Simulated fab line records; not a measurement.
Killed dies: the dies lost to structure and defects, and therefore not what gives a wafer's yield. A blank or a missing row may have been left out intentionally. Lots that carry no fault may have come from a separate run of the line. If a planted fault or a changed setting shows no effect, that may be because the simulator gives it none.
fab line records	flow sky130
record lots=10	wafers=30	lastDay=50
route steps=708 shown METAL1@435 VIA1@474 PAD_OPEN@708
lots that met no fault: taken from a fault-free run of the same line
startH: hours from the record's first day to the start of the lot's first wafer shown	waitH: hours since the lot's step before	" repeats the value in the row above	L1.1+2: a single row standing in for several wafers	- either no value or no given start	* or withheld: withheld	< > ~ a bound
route shown NAME@n: a module of which the file shows steps, and the number in the route of the first	usual: average and standard deviation across the fault-free wafers	same: alike in all rows	chamber/n: place in a boat	sites: the reading at each site	_std_site: how widely they spread, as a standard deviation	_edge_site: the outer-site mean with the inner-site mean subtracted	radiusMm: for every site, how far away it sits from the centre of the wafer	mask NAME#n: copy n	behind: the most recent tool/chamber to have shaped the wafer	hold: why the lot was held/for how many hours/how that ended	device: the transistor (n, p or np) that didn't switch	end of line: the tests these same wafers got at the end of their route	step lacking rows: just its recipe	killed: not the wafer's yield, but the dies lost to structure and defects at the first sort	map: a wafer's dies, marking killed ones x, the rest . and places with no die _
set.NAME: the setting as run; set.NAME@STEP: as run at that earlier step	model.NAME: the simulator's own value behind a step, which no gauge read
steps of the route over a sample of lots; a table a step, a row a wafer
services: when a tool's chamber went out of use (startH, in hours from the record's first day, below 0 if earlier), for how many hours, and the reason
## steps
# step SKY_METAL1_SPUTTER_01
# recipe material=TiN	targetThkNm=20	powerW=6500	timeS=16.7	chamberPressurePa=0.4
# usual throttleValvePct=29.6/0.67
lot.wafer	tool	chamber	startH	waitH	throttleValvePct
L222.3	pvdSputter-02	-	789.45	0.0	30.3
L222.5	"	-	"	"	30.1
L222.6	"	-	"	"	29.7
L223.1	pvdSputter-03	-	799.01	0.0	29.0
L223.2	"	-	"	"	29.5
L223.5	"	-	"	"	29.5
L224.3	pvdSputter-02	-	801.35	0.0	29.8
L224.4	"	-	"	"	28.7
L224.5	"	-	"	"	29.8
L230.2	pvdSputter-04	-	841.42	0.0	28.9
L230.3	"	-	"	"	29.4
L230.5	"	-	"	"	29.2
L231.1	pvdSputter-03	-	847.12	0.0	29.3
L231.2	"	-	"	"	29.0
L231.3	"	-	"	"	29.0
L232.1	pvdSputter-02	-	857.27	0.0	30.8
L232.4	"	-	"	"	28.9
L232.5	"	-	"	"	31.1
L233.1	pvdSputter-03	-	860.72	0.0	30.0
L233.2	"	-	"	"	28.7
L233.4	"	-	"	"	29.0
L236.1	pvdSputter-02	-	886.17	0.0	29.0
L236.2	"	-	"	"	29.8
L236.3	"	-	"	"	31.0
L237.1	pvdSputter-04	-	890.33	0.0	29.4
L237.4	"	-	"	"	29.7
L237.5	"	-	"	"	30.7
L239.1	pvdSputter-03	-	901.28	0.0	28.9
L239.3	"	-	"	"	28.5
L239.4	"	-	"	"	29.3
# step SKY_METAL1_CD_MEAS_15
# recipe targetCdNm=140
# usual cdNm=139.9/1.6
lot.wafer	tool	chamber	startH	waitH	cdNm
L222.3	cdSem-01	-	815.69	-	141.9
L222.5	"	-	"	"	140.6
L222.6	"	-	"	"	141.8
L223.1	cdSem-02	-	825.61	-	140.4
L223.2	"	-	"	"	140.4
L223.5	"	-	"	"	140.6
L224.3	cdSem-02	-	827.34	-	139.0
L224.4	"	-	"	"	138.6
L224.5	"	-	"	"	137.4
L230.2	cdSem-02	-	867.23	-	139.1
L230.3	"	-	"	"	137.9
L230.5	"	-	"	"	139.6
L231.1	cdSem-02	-	872.75	-	141.5
L231.2	"	-	"	"	140.6
L231.3	"	-	"	"	142.0
L232.1	cdSem-01	-	883.66	-	139.8
L232.4	"	-	"	"	138.1
L232.5	"	-	"	"	139.2
L233.1	cdSem-01	-	886.75	-	138.6
L233.2	"	-	"	"	138.3
L233.4	"	-	"	"	139.0
L236.1	cdSem-02	-	911.26	-	140.7
L236.2	"	-	"	"	138.9
L236.3	"	-	"	"	140.0
L237.1	cdSem-02	-	915.90	-	140.5
L237.4	"	-	"	"	143.1
L237.5	"	-	"	"	142.3
L239.1	cdSem-01	-	925.81	-	139.4
L239.3	"	-	"	"	137.2
L239.4	"	-	"	"	138.2
# step SKY_METAL1_METAL_ETCH_19
# recipe targetDepthA=3600	stopOn=SiO2	overEtchFrac=0.3	timeS=78	chemistry=Cl2/BCl3	resistSidewallDeg=88	pressureMtorr=10	icpW=900	biasW=48.5	Cl2_flow_sccm=60	bcl3FlowSccm=30
# usual bcl3FlowSccm=29.99/0.093	biasW=48.53/0.14	drypumpMotorCurrentA=5.5/0.53	mfcCl2Sccm=59.99/0.16	oesProductAu=0.855/0.0062	throttleValvePct=22.263/0.009
lot.wafer	tool	chamber	startH	waitH	bcl3FlowSccm	biasW	drypumpMotorCurrentA	mfcCl2Sccm	oesProductAu	rfHoursCounterH	throttleValvePct
L222.3	rieMetal-01	0	815.93	0.1	-	-	-	-	-	-	-
L222.5	"	1	"	"	-	-	-	-	-	-	-
L222.6	"	0	"	"	-	-	-	-	-	-	-
L223.1	rieMetal-03	1	825.86	0.0	-	-	-	-	-	-	-
L223.2	"	0	"	"	-	-	-	-	-	-	-
L223.5	"	1	"	"	-	-	-	-	-	-	-
L224.3	rieMetal-03	0	827.58	0.1	-	-	-	-	-	-	-
L224.4	"	1	"	"	-	-	-	-	-	-	-
L224.5	"	1	"	"	-	-	-	-	-	-	-
L230.2	rieMetal-03	0	867.46	0.0	30.07	48.75	5.5	59.96	0.862	11.4	22.276
L230.3	"	1	"	"	30.00	48.71	6.4	59.89	0.860	-	22.259
L230.5	"	0	"	"	30.18	48.54	5.5	60.02	0.858	-	22.256
L231.1	rieMetal-01	0	873.00	0.0	30.10	48.71	4.9	60.09	0.849	10.3	22.267
L231.2	"	1	"	"	30.11	48.20	5.4	60.06	0.856	13.2	22.272
L231.3	"	1	"	"	30.12	48.32	5.4	59.93	0.855	-	22.260
L232.1	rieMetal-04	1	883.91	0.0	30.01	48.64	5.7	60.05	0.858	4.4	22.271
L232.4	"	1	"	"	30.06	48.52	5.7	59.95	0.859	-	22.261
L232.5	"	1	"	"	29.82	48.60	5.7	60.00	0.850	-	22.258
L233.1	rieMetal-04	0	887.00	0.0	29.97	48.58	5.1	60.05	0.855	9.8	22.254
L233.2	"	1	"	"	29.85	48.56	5.7	59.97	0.858	4.6	22.263
L233.4	"	0	"	"	30.13	48.77	5.1	59.91	0.854	-	22.277
L236.1	rieMetal-01	1	911.51	0.0	29.96	48.43	5.3	59.81	0.853	14.7	22.279
L236.2	"	0	"	"	30.01	48.43	4.9	59.75	0.854	11.8	22.258
L236.3	"	1	"	"	30.03	48.70	5.3	59.98	0.851	-	22.253
L237.1	rieMetal-01	1	916.15	0.0	29.97	48.47	5.3	60.10	0.853	14.8	22.263
L237.4	"	0	"	"	29.94	48.80	4.9	59.86	0.860	-	22.243
L237.5	"	1	"	"	29.96	48.49	5.4	59.91	0.853	-	22.263
L239.1	rieMetal-01	1	926.06	0.0	30.00	48.41	5.4	59.69	0.855	15.5	22.265
L239.3	"	0	"	"	30.09	48.39	4.9	59.78	0.862	-	22.286
L239.4	"	1	"	"	29.97	48.46	5.4	60.00	0.858	-	22.265
# step SKY_METAL1_STRIP_20
# recipe chemistry=O2/N2	powerW=1400	pressureMtorr=1500	platenTempC=withheld	o2FlowSccm=3000	n2FlowSccm=300	overashFraction=0.5
# usual drypumpMotorCurrentA=5.7/0.47	n2FlowSccm=300.1/0.93	oesProductAu=0.342/0.0047	stripTimeToEndpointS=2.70/0.036
lot.wafer	tool	chamber	startH	waitH	drypumpMotorCurrentA	n2FlowSccm	oesProductAu	rfHoursCounterH	stripTimeToEndpointS
L222.3	plasmaAsher-02	0	816.02	0.1	6.2	299.2	0.442	-	5.21
L222.5	"	1	"	"	5.8	298.6	0.450	-	5.20
L222.6	"	0	"	"	6.2	300.1	0.449	-	5.22
L223.1	plasmaAsher-02	0	825.95	0.1	6.2	298.8	0.450	11	5.17
L223.2	"	1	"	"	5.8	299.4	0.448	11	5.18
L223.5	"	0	"	"	6.2	299.2	0.446	-	5.17
L224.3	plasmaAsher-01	1	827.67	0.1	5.5	299.7	0.457	-	5.24
L224.4	"	0	"	"	5.0	298.2	0.442	-	5.20
L224.5	"	0	"	"	5.0	300.3	0.446	-	5.21
L230.2	plasmaAsher-02	1	867.55	0.1	5.8	301.0	0.342	16	2.72
L230.3	"	0	"	"	6.2	300.0	0.344	-	2.65
L230.5	"	0	"	"	6.2	299.9	0.340	-	2.71
L231.1	plasmaAsher-02	0	873.09	0.1	6.2	300.5	0.336	17	2.66
L231.2	"	1	"	"	5.8	300.4	0.338	17	2.67
L231.3	"	0	"	"	6.2	301.1	0.341	-	2.64
L232.1	plasmaAsher-01	1	884.00	0.1	5.5	300.0	0.349	42	2.74
L232.4	"	0	"	"	5.0	300.3	0.348	-	2.74
L232.5	"	0	"	"	4.9	301.4	0.342	-	2.75
L233.1	plasmaAsher-01	1	887.09	0.1	5.5	299.7	0.346	43	2.73
L233.2	"	0	"	"	5.0	300.0	0.347	43	2.75
L233.4	"	1	"	"	5.5	300.6	0.341	-	2.76
L236.1	plasmaAsher-02	0	911.60	0.1	6.2	300.3	0.340	21	2.63
L236.2	"	1	"	"	5.8	299.1	0.332	21	2.63
L236.3	"	0	"	"	6.2	299.6	0.339	-	2.66
L237.1	plasmaAsher-01	0	916.24	0.1	4.9	301.9	0.351	46	2.64
L237.4	"	1	"	"	5.5	300.6	0.344	-	2.66
L237.5	"	0	"	"	4.9	300.7	0.344	-	2.68
L239.1	plasmaAsher-04	0	926.15	0.1	6.3	300.3	0.339	102	2.66
L239.3	"	0	"	"	6.3	300.2	0.349	-	2.69
L239.4	"	1	"	"	5.5	301.0	0.341	-	2.65
# step SKY_VIA1_STRIP_16
# recipe chemistry=O2/N2	powerW=1400	pressureMtorr=1500	platenTempC=withheld	o2FlowSccm=3000	n2FlowSccm=300	overashFraction=0.5
# usual drypumpMotorCurrentA=5.4/0.56	n2FlowSccm=300.1/0.84	oesProductAu=0.416/0.0041	stripTimeToEndpointS=4.456/0.02
lot.wafer	tool	chamber	startH	waitH	drypumpMotorCurrentA	n2FlowSccm	oesProductAu	rfHoursCounterH	stripTimeToEndpointS
L230.2	plasmaAsher-01	0	893.71	0.0	4.9	300.1	0.420	43	4.451
L230.3	"	0	"	"	5.0	300.8	0.418	-	4.454
L230.5	"	1	"	"	5.5	299.7	0.419	-	4.460
L231.1	plasmaAsher-03	1	899.86	0.0	4.6	299.1	0.417	79	4.491
L231.2	"	0	"	"	5.7	299.6	0.421	79	4.468
L231.3	"	0	"	"	5.7	299.6	0.422	-	4.489
L232.1	plasmaAsher-04	0	910.74	0.0	6.3	298.9	0.422	100	4.420
L232.4	"	1	"	"	5.4	300.5	0.410	-	4.446
L232.5	"	0	"	"	6.3	300.1	0.415	-	4.435
L233.1	plasmaAsher-01	0	912.94	0.0	5.0	299.6	0.418	45	4.479
L233.2	"	1	"	"	5.5	301.3	0.416	45	4.434
L233.4	"	1	"	"	5.5	300.9	0.419	-	4.470
L236.1	plasmaAsher-04	1	937.35	0.0	5.4	300.6	0.409	103	4.455
L236.2	"	0	"	"	6.3	298.2	0.419	103	4.444
L236.3	"	1	"	"	5.4	301.5	0.412	-	4.460
L237.1	plasmaAsher-03	0	942.44	0.0	5.7	299.3	0.415	84	4.475
L237.4	"	1	"	"	4.7	299.9	0.413	-	4.484
L237.5	"	0	"	"	5.7	298.7	0.419	-	4.449
L239.1	plasmaAsher-03	1	951.70	0.0	4.7	299.3	0.408	85	4.447
L239.3	"	1	"	"	4.7	301.3	0.412	-	4.417
L239.4	"	0	"	"	5.7	298.5	0.416	-	4.442
# step SKY_PAD_OPEN_PROBE_99
# usual defectLimitedYield=82.6/1.9	killed_at_M0_to_M3=43/6.9	killed_at_M4_up=3.2/2	killedAtContacts=25/5.1	killedAtFrontEnd=15/4.5	killedAtOther=0.2/0.51	killedDies=85/9.5	killedOnRim=16/3.7	killedOpen=48/6.9	killedShort=38/6.7	sort_bin_3_pad_short=0.8/0.4	sort_bin_5_function=10.2/1.6	sort_bin_6_memory=6.4/1.1	sortNPass=407/9.5	sortYieldPct=82.6/1.9
# same grossDies=492	killedAtBackSide=0	sort_bin_4_leakage[%]=0	sort_bin_8_speed[%]=0
lot.wafer	tool	chamber	startH	waitH	defectLimitedYield[%]	killed_at_M0_to_M3	killed_at_M4_up	killedAtContacts	killedAtFrontEnd	killedAtOther	killedDies	killedOnRim	killedOpen	killedShort	sort_bin_3_pad_short[%]	sort_bin_5_function[%]	sort_bin_6_memory[%]	sortNPass	sortYieldPct[%]
L222.3	prober-02	-	1117.76	0.2	0	450	5	19	17	1	492	96	48	42	0.8	93.1	6.1	0	0
L222.5	prober-02	-	1117.86	0.2	0	447	3	30	12	0	492	96	43	40	1.2	92.3	6.5	0	0
L222.6	prober-02	-	1117.91	0.2	0	462	2	23	5	0	492	96	49	37	0.4	92.5	7.1	0	0
L223.1	prober-01	-	1123.01	0.1	0	453	1	23	15	0	492	96	48	36	1.2	90.7	8.1	0	0
L223.2	prober-01	-	1123.06	0.1	0	446	3	28	15	0	492	96	44	42	1.2	92.9	5.9	0	0
L223.5	prober-01	-	1123.21	0.2	0	459	4	17	12	0	492	96	34	26	1.0	94.5	4.5	0	0
L224.3	prober-02	-	1124.15	0.2	0	458	1	15	18	0	492	96	44	27	0.4	94.1	5.5	0	0
L224.4	prober-02	-	1124.20	0.2	0	451	3	24	14	0	492	96	47	38	1.6	92.5	5.9	0	0
L224.5	prober-02	-	1124.25	0.2	0	449	3	25	15	0	492	96	58	36	0.2	92.9	6.9	0	0
L230.2	prober-02	-	1152.52	0.1	86.4	39	1	16	10	1	67	15	31	36	1.0	7.1	5.5	425	86.4
L230.3	prober-02	-	1152.57	0.2	82.1	43	2	29	14	0	88	21	56	32	1.0	11.8	5.1	404	82.1
L230.5	prober-02	-	1152.67	0.2	85.0	47	6	14	7	0	74	14	41	33	0.4	8.5	6.1	418	85.0
L231.1	prober-01	-	1159.22	0.1	82.3	50	1	24	11	1	87	16	38	49	0.6	9.3	7.7	405	82.3
L231.2	prober-01	-	1159.27	0.1	83.1	50	2	22	9	0	83	18	48	35	1.6	9.1	6.1	409	83.1
L231.3	prober-01	-	1159.32	0.2	82.1	53	1	24	10	0	88	15	47	41	0.8	11.2	5.9	404	82.1
L232.4	prober-02	-	1165.62	0.2	83.9	39	2	15	23	0	79	16	39	40	0.4	9.6	6.1	413	83.9
L237.1	prober-01	-	1187.28	0.1	83.5	28	4	35	13	1	81	17	40	41	0.6	9.8	6.1	411	83.5
L237.4	prober-01	-	1187.43	0.2	80.7	44	1	30	20	0	95	17	59	36	0.6	10.0	8.7	397	80.7
L237.5	prober-01	-	1187.48	0.2	86.4	32	2	17	16	0	67	15	39	28	0.8	8.3	4.5	425	86.4
# killed by level:class
L222.3 METAL1:areaEtch=402 VIA1:geometricParticle:open=10 CONTACT:geometricParticle:open=9 FIELD_ISO:geometricParticle:short=7 VIA2:geometricParticle:open=7 LI_CONTACT:geometricParticle:open=6 METAL1:geometricParticle:short=6 VIA2:geometricParticle:short=6
L222.5 METAL1:areaEtch=409 CONTACT:geometricParticle:open=9 METAL2:geometricParticle:short=7 LI_CONTACT:geometricParticle:short=6 VIA1:geometricParticle:open=6 FIELD_ISO:geometricParticle:open=5 LI_CONTACT:geometricParticle:open=5 CONTACT:geometricParticle:short=5
L222.6 METAL1:areaEtch=406 VIA1:geometricParticle:open=15 CONTACT:geometricParticle:open=11 VIA1:geometricParticle:short=7 VIA2:geometricParticle:open=7 METAL1:geometricParticle:short=6 VIA3:geometricParticle:open=5 METAL2:geometricParticle:short=5
L223.1 METAL1:areaEtch=408 VIA1:geometricParticle:open=19 CONTACT:geometricParticle:open=7 LI_CONTACT:geometricParticle:short=6 LI_CONTACT:geometricParticle:open=6 FIELD_ISO:geometricParticle:short=5 VIA3:geometricParticle:open=5 VIA1:geometricParticle:short=4
L223.2 METAL1:areaEtch=406 VIA1:geometricParticle:open=11 CONTACT:geometricParticle:open=10 FIELD_ISO:geometricParticle:short=6 LI_CONTACT:geometricParticle:open=6 METAL2:geometricParticle:short=6 CONTACT:geometricParticle:short=5 VIA3:geometricParticle:open=5
L223.5 METAL1:areaEtch=432 CONTACT:geometricParticle:open=6 VIA1:geometricParticle:open=6 LI_CONTACT:geometricParticle:open=5 VIA2:geometricParticle:open=4 METAL1:geometricParticle:short=3 LI_CONTACT:geometricParticle:short=3 METAL4:geometricParticle:short=3
L224.3 METAL1:areaEtch=421 VIA1:geometricParticle:open=12 FIELD_ISO:geometricParticle:open=9 CONTACT:geometricParticle:open=6 VIA3:geometricParticle:open=5 FIELD_ISO:geometricParticle:short=4 CONTACT:geometricParticle:short=4 METAL1:geometricParticle:short=4
L224.4 METAL1:areaEtch=407 VIA1:geometricParticle:open=14 VIA2:geometricParticle:open=8 CONTACT:geometricParticle:open=7 POLY_GATE:geometricParticle:open=5 LI_CONTACT:geometricParticle:open=5 METAL2:geometricParticle:short=5 LOCAL_INTERCONNECT:geometricParticle:short=5
L224.5 METAL1:areaEtch=398 VIA1:geometricParticle:open=13 VIA3:geometricParticle:open=10 LI_CONTACT:geometricParticle:open=8 VIA2:geometricParticle:open=7 CONTACT:geometricParticle:open=6 CONTACT:geometricParticle:short=5 METAL2:geometricParticle:short=5
L230.2 METAL2:geometricParticle:short=9 CONTACT:geometricParticle:open=6 LOCAL_INTERCONNECT:geometricParticle:short=5 VIA1:geometricParticle:short=5 POLY_GATE:geometricParticle:open=4 VIA2:geometricParticle:open=4 LI_CONTACT:geometricParticle:open=4 METAL1:geometricParticle:short=4
L230.3 VIA1:geometricParticle:open=15 CONTACT:geometricParticle:open=12 VIA3:geometricParticle:open=8 LI_CONTACT:geometricParticle:open=8 METAL2:geometricParticle:short=6 FIELD_ISO:geometricParticle:open=4 FIELD_ISO:geometricParticle:short=3 LI_CONTACT:geometricParticle:short=3
L230.5 VIA1:geometricParticle:open=11 VIA1:geometricParticle:short=7 VIA3:geometricParticle:open=6 CONTACT:geometricParticle:open=5 METAL2:geometricParticle:short=5 VIA2:geometricParticle:open=5 FIELD_ISO:geometricParticle:open=4 LI_CONTACT:geometricParticle:open=4
L231.1 VIA3:geometricParticle:open=8 VIA1:geometricParticle:short=7 CONTACT:geometricParticle:short=7 VIA2:geometricParticle:open=7 LI_CONTACT:geometricParticle:open=6 METAL2:geometricParticle:short=6 VIA2:geometricParticle:short=5 METAL1:geometricParticle:short=5
L231.2 LI_CONTACT:geometricParticle:open=9 VIA1:geometricParticle:open=9 VIA1:geometricParticle:short=8 VIA3:geometricParticle:open=7 CONTACT:geometricParticle:open=6 METAL1:geometricParticle:short=6 METAL2:geometricParticle:short=5 VIA2:geometricParticle:short=5
L231.3 VIA1:geometricParticle:open=12 CONTACT:geometricParticle:open=11 METAL2:geometricParticle:short=9 METAL1:geometricParticle:short=8 VIA3:geometricParticle:open=7 LI_CONTACT:geometricParticle:open=5 VIA1:geometricParticle:short=5 POLY_GATE:geometricParticle:short=4
L232.4 FIELD_ISO:geometricParticle:short=8 CONTACT:geometricParticle:open=7 FIELD_ISO:geometricParticle:open=6 VIA1:geometricParticle:short=6 METAL1:geometricParticle:short=6 VIA1:geometricParticle:open=6 VIA2:geometricParticle:open=5 VIA2:geometricParticle:short=4
L237.1 CONTACT:geometricParticle:short=11 LI_CONTACT:geometricParticle:open=9 CONTACT:geometricParticle:open=9 VIA1:geometricParticle:open=8 VIA3:geometricParticle:open=5 SPACER:geometricParticle:short=4 VIA1:geometricParticle:short=4 LI_CONTACT:geometricParticle:short=3
L237.4 FIELD_ISO:geometricParticle:open=9 LI_CONTACT:geometricParticle:open=9 CONTACT:geometricParticle:open=9 VIA3:geometricParticle:open=8 VIA1:geometricParticle:open=8 VIA2:geometricParticle:open=7 LI_CONTACT:geometricParticle:short=6 CONTACT:geometricParticle:short=5
L237.5 VIA1:geometricParticle:open=8 CONTACT:geometricParticle:open=6 VIA2:geometricParticle:open=5 METAL2:geometricParticle:short=5 VIA3:geometricParticle:open=5 LI_CONTACT:geometricParticle:open=4 FIELD_ISO:geometricParticle:open=4 POLY_GATE:geometricParticle:open=3
## services
tool	chamber	startH	hours	kind
plasmaAsher-01	-	769.67	47.9	repair
rieMetal-03	-	786.36	11.2	repair
plasmaAsher-03	-	790.26	19.0	repair
plasmaAsher-02	-	799.38	1.9	repair
rieMetal-04	0	801.66	11.3	repair
plasmaAsher-01	-	804.78	1.5	repair
pvdSputter-03	0	812.34	-	consumableReplace:kit
pvdSputter-03	0	812.34	18.0	scheduledDown
pvdSputter-03	0	812.34	18.0	ventCycle
plasmaAsher-04	-	819.50	62.9	repair
pvdSputter-03	-	822.34	6.6	repair
rieMetal-01	-	827.76	0.4	repair
pvdSputter-02	1	828.20	-	consumableReplace:kit
pvdSputter-02	1	828.20	18.0	scheduledDown
pvdSputter-02	-	837.70	4.5	repair
pvdSputter-02	-	839.46	16.7	repair
plasmaAsher-02	-	849.75	0.4	repair
plasmaAsher-01	-	866.85	5.1	repair
pvdSputter-02	-	875.26	0.9	repair
plasmaAsher-02	-	888.90	4.2	repair
pvdSputter-02	-	899.75	14.9	repair
plasmaAsher-01	-	913.97	2.1	repair
rieMetal-03	-	916.14	14.6	pm
plasmaAsher-02	-	916.39	10.0	pm
## key
firstSign step=SKY_METAL1_METAL_ETCH_19	reading=toolRecord	direction=missing
effect step=SKY_METAL1_STRIP_20	reading=stripTimeToEndpointS	direction=up	sigmas=69	usual=*	struck=*
effect step=SKY_PAD_OPEN_PROBE_99	reading=killed_at_M0_to_M3	direction=up	sigmas=59	usual=43	struck=453
moreKillsBornAt SKY_METAL1_METAL_ETCH_19@rieMetal-03=2472	SKY_METAL1_METAL_ETCH_19@rieMetal-01=1217
metAt SKY_METAL1_METAL_ETCH_19
struckLots L222,L223,L224
laterRowsLeftOut L222.3,L222.5,L222.6,L223.1,L223.2,L223.5,L224.3,L224.4,L224.5
notActingAt SKY_METAL1_SPUTTER_01,SKY_METAL1_CD_MEAS_15,SKY_VIA1_STRIP_16
fault kind=skippedStepWhole	tool=rieMetal-01,rieMetal-03	chamber=-	onsetH=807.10	steps=SKY_METAL1_METAL_ETCH_19	scope=struckLotsOnly
# laterRowsLeftOut: the simulator's readings of these wafers behind a module that went badly wrong aren't trusted and aren't shown, but for the sort
